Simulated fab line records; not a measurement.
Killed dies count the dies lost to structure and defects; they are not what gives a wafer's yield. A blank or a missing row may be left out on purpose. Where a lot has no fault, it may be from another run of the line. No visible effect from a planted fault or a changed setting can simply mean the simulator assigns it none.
Matching of chambers	flow sky130	SKY_METAL3_ETCH_17 on rie-diel-04 has 4 sister chambers
The step etches SiO2 in C4F8/O2/Ar, stops on TiN, time 3.9 s, target depth 15 nm. 27 wafers are shown with their chamber, then 12 later ones without.

WAFERS WITH THEIR CHAMBER
wafer	chamber	oes-product-au (a.u.)
L074.1	2	0.744
L074.4	1	0.746
L074.5	3	0.764
L076.4	2	0.769
L076.5	0	0.766
L076.6	3	0.757
L077.1	0	0.751
L077.2	3	0.764
L077.3	2	0.753
L077.4	1	0.763
L077.5	1	0.752
L077.6	0	0.764
L078.4	2	0.749
L078.5	3	0.758
L078.6	2	0.757
L081.1	0	0.753
L081.2	1	0.750
L081.6	1	0.756
L084.1	1	0.752
L084.2	3	0.754
L084.3	2	0.751
L084.4	0	0.763
L084.5	0	0.760
L084.6	1	0.755
L085.1	1	0.755
L085.3	2	0.769
L085.4	3	0.757

SIGNATURES (means of the wafers above)
reading	chamber 0	chamber 1	chamber 2	chamber 3	scatter within a chamber
oes-product-au	0.75950	0.75362	0.75600	0.75900	0.00664
Rule: a wafer's distance from a chamber is the root of the sum, over the readings, of the square of ((its reading less the chamber's mean) divided by the reading's scatter). The wafer belongs to the nearest chamber; if the next one is less than 2 further off, it can't be placed. The scatter is the square root of a quotient: the sum, over the shown wafers, of each reading's squared deviation from its chamber's mean, divided by wafers minus chambers.

WAFERS MISSING THEIR CHAMBER
wafer	oes-product-au (a.u.)
L092.2	0.746
L092.4	0.754
L092.5	0.757
L094.1	0.748
L094.4	0.756
L094.5	0.757
L097.1	0.740
L097.2	0.746
L097.3	0.761
L097.4	0.760
L097.5	0.751
L097.6	0.759

EACH ONE'S CHAMBER
wafer	from the rows above	in truth
L092.2	can't be placed: 1 or 2 or 3 or 0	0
L092.4	can't be placed: 1 or 2 or 3 or 0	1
L092.5	can't be placed: 2 or 3 or 0 or 1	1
L094.1	can't be placed: 1 or 2 or 3 or 0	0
L094.4	can't be placed: 2 or 1 or 3 or 0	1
L094.5	can't be placed: 2 or 3 or 0 or 1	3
L097.1	can't be placed: 1 or 2 or 3 or 0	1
L097.2	can't be placed: 1 or 2 or 3 or 0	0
L097.3	can't be placed: 0 or 3 or 2 or 1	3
L097.4	can't be placed: 0 or 3 or 2 or 1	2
L097.5	can't be placed: 1 or 2 or 3 or 0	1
L097.6	can't be placed: 3 or 0 or 2 or 1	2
Correctly placed: 0 of 12. Can't be placed from these rows: 12 (the true chamber is among the candidates in 12). Wrongly placed: 0.
